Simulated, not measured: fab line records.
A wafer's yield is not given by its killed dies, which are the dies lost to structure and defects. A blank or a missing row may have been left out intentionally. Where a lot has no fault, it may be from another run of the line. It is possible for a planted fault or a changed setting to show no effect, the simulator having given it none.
Which tool was responsible? || flow gf180mcu || 11 lots with 33 wafers sampled at 3 steps, on a route of 602 steps

## WHAT THE GAUGES READ, wafer by wafer
GF_HV_LDD_TW_MEAS_38.
{"lot": "L263", "measured": "day 12 23:28", "on": "film_metro-04", "HV_LDD_3_TW": "1420 1427 1424"}
{"lot": "L264", "measured": "day 13 06:55", "on": "film_metro-03", "HV_LDD_3_TW": "1438 1442 1436"}
{"lot": "L266", "measured": "day 13 20:20", "on": "film_metro-03", "HV_LDD_3_TW": "1435 1437 1434"}
{"lot": "L267", "measured": "day 14 04:33", "on": "film_metro-01", "HV_LDD_3_TW": "1435 1430 1432"}
{"lot": "L269", "measured": "day 14 19:46", "on": "film_metro-03", "HV_LDD_3_TW": "1443 1441 1444"}
{"lot": "L274", "measured": "day 16 16:25", "on": "film_metro-04", "HV_LDD_3_TW": "1425 1415 1417"}
{"lot": "L278", "measured": "day 17 16:52", "on": "film_metro-04", "HV_LDD_3_TW": "30 30 30"}
{"lot": "L279", "measured": "day 17 23:58", "on": "film_metro-03", "HV_LDD_3_TW": "30 30 30"}
{"lot": "L280", "measured": "day 18 04:54", "on": "film_metro-01", "HV_LDD_3_TW": "1425 1431 1432"}
{"lot": "L281", "measured": "day 18 13:29", "on": "film_metro-03", "HV_LDD_3_TW": "1436 1428 1428"}
{"lot": "L282", "measured": "day 19 01:20", "on": "film_metro-04", "HV_LDD_3_TW": "1431 1429 1430"}

## TOOL THAT RAN EACH LOT (tool first, then ch and the chambers of the sampled wafers, then the start)
{"lot": "L263", "GF_HV_LDD_STRIP_22": "plasma_asher-03 ch 0,1, day 12 03:41", "GF_HV_LDD_STRIP_37": "plasma_asher-03 ch 0,1, day 12 23:22"}
{"lot": "L264", "GF_HV_LDD_STRIP_22": "plasma_asher-04 ch 0,1, day 12 10:31", "GF_HV_LDD_STRIP_37": "plasma_asher-03 ch 0,1, day 13 06:49"}
{"lot": "L266", "GF_HV_LDD_STRIP_22": "plasma_asher-04 ch 0,1, day 12 23:34", "GF_HV_LDD_STRIP_37": "plasma_asher-04 ch 0,1, day 13 20:14"}
{"lot": "L267", "GF_HV_LDD_STRIP_22": "plasma_asher-01 ch 0,1, day 13 07:31", "GF_HV_LDD_STRIP_37": "plasma_asher-04 ch 0,1, day 14 04:26"}
{"lot": "L269", "GF_HV_LDD_STRIP_22": "plasma_asher-04 ch 0,1, day 13 22:29", "GF_HV_LDD_STRIP_37": "plasma_asher-04 ch 0,1, day 14 19:40"}
{"lot": "L274", "GF_HV_LDD_STRIP_22": "plasma_asher-01 ch 0,1, day 15 17:32", "GF_HV_LDD_STRIP_37": "plasma_asher-01 ch 0,1, day 16 16:19"}
{"lot": "L278", "GF_HV_LDD_STRIP_22": "plasma_asher-01 ch 0,1, day 16 17:40", "GF_HV_LDD_STRIP_37": "plasma_asher-04 ch 0,1, day 17 16:46"}
{"lot": "L279", "GF_HV_LDD_STRIP_22": "plasma_asher-01 ch 0,1, day 17 00:11", "GF_HV_LDD_STRIP_37": "plasma_asher-01 ch 0,1, day 17 23:53"}
{"lot": "L280", "GF_HV_LDD_STRIP_22": "plasma_asher-01 ch 0,1, day 17 05:07", "GF_HV_LDD_STRIP_37": "plasma_asher-01 ch 0,1, day 18 04:49"}
{"lot": "L281", "GF_HV_LDD_STRIP_22": "plasma_asher-03 ch 0,1, day 17 13:40", "GF_HV_LDD_STRIP_37": "plasma_asher-01 ch 0,1, day 18 13:23"}
{"lot": "L282", "GF_HV_LDD_STRIP_22": "plasma_asher-01 ch 0,1, day 18 00:42", "GF_HV_LDD_STRIP_37": "plasma_asher-03 ch 0, day 19 01:14"}
- GF_HV_LDD_STRIP_22: strips in O2/N2.
- GF_HV_LDD_STRIP_37: strips in O2/N2.

## THE ANSWER, worked out from the rows above alone
Rule: the usual values come from the lots themselves. Put in order of their means at a reading, lots are off if they are a third of the lots or fewer, leave a main group of 4 or more, and stand apart from it by a gap of 3 or more times the standard deviation of the main group's means; of several such gaps the widest counts. If all means in a main group match to the digits the tables above print for the reading, that group is not used. A lot without any number at a reading at which 4 lots or more have one is off too. The other lots that the step has rows for count as sound.
Off: at GF_HV_LDD_TW_MEAS_38 (HV_LDD_3_TW), L278, L279. The main group: mean 1431, standard deviation 6.8.
If a tool, at a process step before that reading, ran all the lots that are off and no sound lot after the first of them, it fits. Those tools and the gauges at GF_HV_LDD_TW_MEAS_38 are tried in the same way. Not one of the candidates tried fits.

## WHAT THE SIMULATOR HAD PUT IN
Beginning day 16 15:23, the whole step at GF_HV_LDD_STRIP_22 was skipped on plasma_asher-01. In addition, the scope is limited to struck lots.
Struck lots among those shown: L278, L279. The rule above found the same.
